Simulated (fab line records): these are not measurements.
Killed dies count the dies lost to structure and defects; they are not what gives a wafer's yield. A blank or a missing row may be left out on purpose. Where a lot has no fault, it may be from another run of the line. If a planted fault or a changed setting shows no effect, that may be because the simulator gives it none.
Which tool did it?    flow sky130    at 1 step of a route of 708, 11 lots with 33 wafers sampled

== WHAT THE GAUGES READ, wafer by wafer ==
SKY_CONTACT_CD_MEAS_14: target cd 170 nm.
lot   measured      on         cd nm (nm)
L248  day 31 13:26  cd sem-01  169.8 170.2 170.2
L249  day 31 14:58  cd sem-01  171.4 172.7 173.0
L253  day 33 06:03  cd sem-01  172.6 174.0 171.3
L252  day 33 07:28  cd sem-02  167.1 167.5 167.2
L254  day 35 21:12  cd sem-02  170.6 169.6 171.1
L255  day 36 00:09  cd sem-01  169.5 170.1 169.5
L265  day 36 18:34  cd sem-02  169.0 169.9 169.4
L267  day 37 12:07  cd sem-02  171.0 170.2 170.5
L268  day 37 12:47  cd sem-01  170.1 171.8 170.9
L269  day 37 19:01  cd sem-02  170.3 171.3 170.2
L270  day 39 09:12  cd sem-02  171.1 170.9 171.2

== WHAT TOOL EACH LOT RAN ON (gives the tool, then ch and the chambers of the sampled wafers, and finally the start) ==
Before these readings, the record contains no process step.

== THE ANSWER, worked out from the rows above alone ==
Rule: the lots themselves supply what counts as usual. Put in order of their means at a reading, lots are off if they are a third of the lots or fewer, leave a main group of 4 or more, and stand apart from it by a gap of 3 or more times the standard deviation of the main group's means; of several such gaps the widest counts. If all means in a main group match to the digits the tables above print for the reading, that group is not used. A lot without any number at a reading at which 4 lots or more have one is off too. All remaining lots with rows at the step are treated as sound.
No lot is off at any reading shown: from this, nothing can be told.

== WHAT THE SIMULATOR HAD INSERTED ==
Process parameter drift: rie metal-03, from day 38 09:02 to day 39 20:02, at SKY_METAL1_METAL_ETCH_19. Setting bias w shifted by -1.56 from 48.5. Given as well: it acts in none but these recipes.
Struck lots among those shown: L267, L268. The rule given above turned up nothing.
